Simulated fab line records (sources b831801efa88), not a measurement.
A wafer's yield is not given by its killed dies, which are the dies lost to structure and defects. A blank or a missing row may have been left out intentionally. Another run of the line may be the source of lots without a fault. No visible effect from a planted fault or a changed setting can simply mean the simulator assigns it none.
One fault through the eyes of 2 desks ; flow sky130 ; each desk holds nothing but its own numbers, with what lay behind them at the end

## DESK OF THE TOOL OWNER: rie_si-02
The tool's own readings at SKY_POLY_GATE_ETCH_17 (etches poly-Si in HBr/Cl2, stops on SiO2, target depth 180 nm, time 70.5 s): means of the sampled wafers that have a number, for each lot that ran on this tool. Any lot whose mean is over 4 standard deviations away from the usual mean is out of limits and marked OUT; that distance is given in the brackets.
Columns: A = drypump_motor_current_A at SKY_POLY_GATE_ETCH_17, usual 5.8 A; B = mfc_cl2_sccm at SKY_POLY_GATE_ETCH_17, usual 49.99 sccm; C = oes_product_au at SKY_POLY_GATE_ETCH_17, usual 0.985 a.u.; D = rf_fwd_power_W at SKY_POLY_GATE_ETCH_17, usual 397.1 W; E = throttle_valve_pct at SKY_POLY_GATE_ETCH_17, usual 33.684 %
lot;first seen here;A;B;C;D;E
L996;day 17 19:15;5.6;50.09;0.985;395.8;33.687
L102;day 18 19:40;5.6;50.04;0.995;460.1 (+48) OUT;33.686
L104;day 19 19:01;5.6;50.02;0.988;458.8 (+47) OUT;33.689
This desk's verdict: out of limits on L102, L104, starting with L102 at day 18 19:40 (rf_fwd_power_W at SKY_POLY_GATE_ETCH_17). L996: within limits.

## THE METROLOGY DESK
Lot by lot, what the gauges showed, no matter which tool ran the lot: averages of those sampled wafers that carry a number. Any lot whose mean is over 4 standard deviations away from the usual mean is out of limits and marked OUT; that distance is given in the brackets.
Columns: A = cd_nm at SKY_POLY_GATE_CD_MEAS_13, usual 149.3 nm; B = POLY_GATE_OVL at SKY_POLY_GATE_OVL_MEAS_14, usual -7 nm
lot;first seen here;A;B
L996;day 17 18:56;148.8;-4
L103;day 18 19:01;152.1;-12
L102;day 18 19:20;148.4;-4
L105;day 19 16:17;150.8;-10
L104;day 19 18:41;148.1;-14
L116;day 24 05:44;151.2;-6
Finding of this desk: none of the 6 lots has anything out of limits.

## PUT TOGETHER
An alarm could have come from the tool owner's desk at day 18 19:40, on L102, L104.
The metrology desk saw nothing out of limits.
The metrology desk holds a record of L102, L104, inside its limits.
Of the lots named, all ran SKY_POLY_GATE_ETCH_17 on rie_si-02.

## WHAT THE SIMULATOR HAD INSERTED
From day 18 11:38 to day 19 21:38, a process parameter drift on rie_si-02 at SKY_POLY_GATE_ETCH_17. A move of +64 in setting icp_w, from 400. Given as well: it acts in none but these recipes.
Shown lots that were struck: L102, L104.
Time in hours from fault onset to the first out-of-limits reading at each desk: the tool owner's desk, 8.
